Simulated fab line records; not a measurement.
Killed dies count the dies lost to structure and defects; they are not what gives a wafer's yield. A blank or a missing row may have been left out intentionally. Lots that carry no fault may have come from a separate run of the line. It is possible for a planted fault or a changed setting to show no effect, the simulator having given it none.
Chamber matching + flow sky130 + SKY_VIA3_ETCH_15 on rieDiel-01 has 4 sister chambers
The step etches SiO2 in C4F8/O2/Ar, stops on TiN, target depth 507 nm, time 78 s. 4 wafers are shown with their chamber, then 9 later ones without.

WAFERS, EACH WITH ITS CHAMBER
| wafer  | chamber | oesProductAu (a.u.) |
|--------|---------|---------------------|
| L080.3 | 0       | 0.942               |
| L080.6 | 2       | 0.941               |
| L082.1 | 1       | 0.944               |
| L082.5 | 3       | 0.947               |

WAFERS WITHOUT THEIR CHAMBER
| wafer  | oesProductAu (a.u.) |
|--------|---------------------|
| L089.1 | 0.946               |
| L089.2 | 0.949               |
| L089.3 | 0.948               |
| L089.4 | 0.942               |
| L089.5 | 0.946               |
| L089.6 | 0.952               |
| L092.1 | 0.940               |
| L092.3 | 0.947               |
| L092.5 | 0.947               |

THE CHAMBER EACH PASSED THROUGH
| wafer  | from the rows above          | in truth |
|--------|------------------------------|----------|
| L089.1 | can't be placed: 3 or 1 or 0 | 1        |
| L089.2 | can't be placed: 3 or 1      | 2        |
| L089.3 | can't be placed: 3 or 1      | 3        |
| L089.4 | can't be placed: 0 or 2 or 1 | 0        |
| L089.5 | can't be placed: 3 or 1 or 0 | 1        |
| L089.6 | can't be placed: 3 or 1      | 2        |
| L092.1 | can't be placed: 2 or 0 or 1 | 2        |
| L092.3 | can't be placed: 3 or 1      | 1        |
| L092.5 | can't be placed: 3 or 1      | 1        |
0 of 9 placed correctly. Cannot be placed on the basis of these rows: 9; the candidates contain the true chamber in 7. 0 placed wrongly.
How it was worked out, from the rows above alone: a wafer's distance from a chamber is the root of the sum, over the readings, of the square of ((its reading less the chamber's mean) divided by the reading's scatter). The wafer belongs to the nearest chamber; if the next one is less than 2 further off, it can't be placed. Each chamber's mean is taken over the wafers shown for it. The scatter: with one shown wafer a chamber, the root of the mean of the squares of how far each hidden wafer lies from its nearest shown one.
